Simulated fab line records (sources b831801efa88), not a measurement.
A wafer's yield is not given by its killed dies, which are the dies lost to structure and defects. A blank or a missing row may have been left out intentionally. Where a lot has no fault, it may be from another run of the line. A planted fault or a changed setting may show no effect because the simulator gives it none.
Check of tool commonality :: flow sky130 :: Sampled: 11 lots, 33 wafers

THE REASON FOR OPENING IT
Of 11 lots, 2 have the reading PWDE_RS flagged at SKY_NWELL_RS_MEAS_31. No-fault wafers: 5283 ohm/sq, standard deviation 17.
Rule: a lot gets a flag if all its wafers with a number sit over 4 standard deviations from that mean, or if no wafer of it has a number. As for the other lots, they are considered sound.

lot: L278
measured: day 5 18:19
on: film_metro-02
PWDE_RS (ohm/sq), wafer by wafer: 5286 5311 5267
flag: 

lot: L280
measured: day 6 09:05
on: film_metro-02
PWDE_RS (ohm/sq), wafer by wafer: 5271 5243 5264
flag: 

lot: L282
measured: day 6 14:50
on: film_metro-02
PWDE_RS (ohm/sq), wafer by wafer: 5257 5247 5276
flag: 

lot: L283
measured: day 7 01:29
on: film_metro-02
PWDE_RS (ohm/sq), wafer by wafer: 5299 5303 5298
flag: 

lot: L286
measured: day 7 20:19
on: film_metro-03
PWDE_RS (ohm/sq), wafer by wafer: 5278 5300 5277
flag: 

lot: L289
measured: day 8 13:19
on: film_metro-03
PWDE_RS (ohm/sq), wafer by wafer: 5544 5529 5528
flag: FLAGGED

lot: L291
measured: day 9 02:51
on: film_metro-04
PWDE_RS (ohm/sq), wafer by wafer: 5551 5549 5548
flag: FLAGGED

lot: L292
measured: day 9 07:42
on: film_metro-04
PWDE_RS (ohm/sq), wafer by wafer: 5280 5294 5283
flag: 

lot: L293
measured: day 9 15:30
on: film_metro-04
PWDE_RS (ohm/sq), wafer by wafer: 5313 5308 5304
flag: 

lot: L295
measured: day 10 08:18
on: film_metro-02
PWDE_RS (ohm/sq), wafer by wafer: 5279 5302 5255
flag: 

lot: L296
measured: day 10 10:13
on: film_metro-03
PWDE_RS (ohm/sq), wafer by wafer: 5261 5279 5271
flag: 
The mean of the flagged lots' numbers is 5542 ohm/sq, +258 ohm/sq from the usual (+15 standard deviations).

LOT BY LOT: THE TOOL USED
The record holds 1 process step before the reading, out of a route of 708 steps. Each cell gives the tool, then ch followed by the chambers the sampled wafers passed through, then the start.
lot: L278
flag: 
SKY_PWDE_IMPLANT_08: implanter-04 ch 0, day 4 06:58

lot: L280
flag: 
SKY_PWDE_IMPLANT_08: implanter-02 ch 0, day 4 20:25

lot: L282
flag: 
SKY_PWDE_IMPLANT_08: implanter-02 ch 0, day 5 01:13

lot: L283
flag: 
SKY_PWDE_IMPLANT_08: implanter-01 ch 0, day 5 11:35

lot: L286
flag: 
SKY_PWDE_IMPLANT_08: implanter-04 ch 0, day 6 04:56

lot: L289
flag: FLAGGED
SKY_PWDE_IMPLANT_08: implanter-02 ch 0, day 6 21:40

lot: L291
flag: FLAGGED
SKY_PWDE_IMPLANT_08: implanter-02 ch 0, day 7 09:55

lot: L292
flag: 
SKY_PWDE_IMPLANT_08: implanter-04 ch 0, day 7 12:52

lot: L293
flag: 
SKY_PWDE_IMPLANT_08: implanter-04 ch 0, day 7 20:38

lot: L295
flag: 
SKY_PWDE_IMPLANT_08: implanter-04 ch 0, day 8 11:52

lot: L296
flag: 
SKY_PWDE_IMPLANT_08: implanter-01 ch 0, day 8 13:36
These steps, and what they do:
- SKY_PWDE_IMPLANT_08
- SKY_NWELL_RS_MEAS_31: measures by four-point-probe.

FLAGGED OVER TOTAL, TOOL BY TOOL (the gauges that took the reading come last)
step: SKY_PWDE_IMPLANT_08
tool: implanter-01
lots run: 2
flagged: 0
share of the flagged lots: none
sound lots run after its first flagged lot: -

step: SKY_PWDE_IMPLANT_08
tool: implanter-02
lots run: 4
flagged: 2
share of the flagged lots: all
sound lots run after its first flagged lot: 0

step: SKY_PWDE_IMPLANT_08
tool: implanter-04
lots run: 5
flagged: 0
share of the flagged lots: none
sound lots run after its first flagged lot: -

step: SKY_NWELL_RS_MEAS_31
tool: film_metro-02
lots run: 5
flagged: 0
share of the flagged lots: none
sound lots run after its first flagged lot: -

step: SKY_NWELL_RS_MEAS_31
tool: film_metro-03
lots run: 3
flagged: 1
share of the flagged lots: some
sound lots run after its first flagged lot: 1 (L296)

step: SKY_NWELL_RS_MEAS_31
tool: film_metro-04
lots run: 3
flagged: 1
share of the flagged lots: some
sound lots run after its first flagged lot: 2 (L292,L293)

WHAT THE TABLE PERMITS
Rows of the table that ran each flagged lot: 1, that is implanter-02 at SKY_PWDE_IMPLANT_08.
- implanter-02 at SKY_PWDE_IMPLANT_08: 2 of its 4 lots flagged. A fault beginning between L282 (day 5 01:13), its last sound lot, and L289 (day 6 21:40), its first flagged one, fits the data. Its own readings lie more than 4 standard deviations out on every wafer of the flagged lots: dose_ions_cm2.
One tool is left: implanter-02 at SKY_PWDE_IMPLANT_08.

WHAT THE SIMULATOR HAD PUT IN
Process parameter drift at SKY_PWDE_IMPLANT_08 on implanter-02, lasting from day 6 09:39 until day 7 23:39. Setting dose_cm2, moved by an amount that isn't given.
Lots struck among those shown: L289, L291. The rule above found the same.
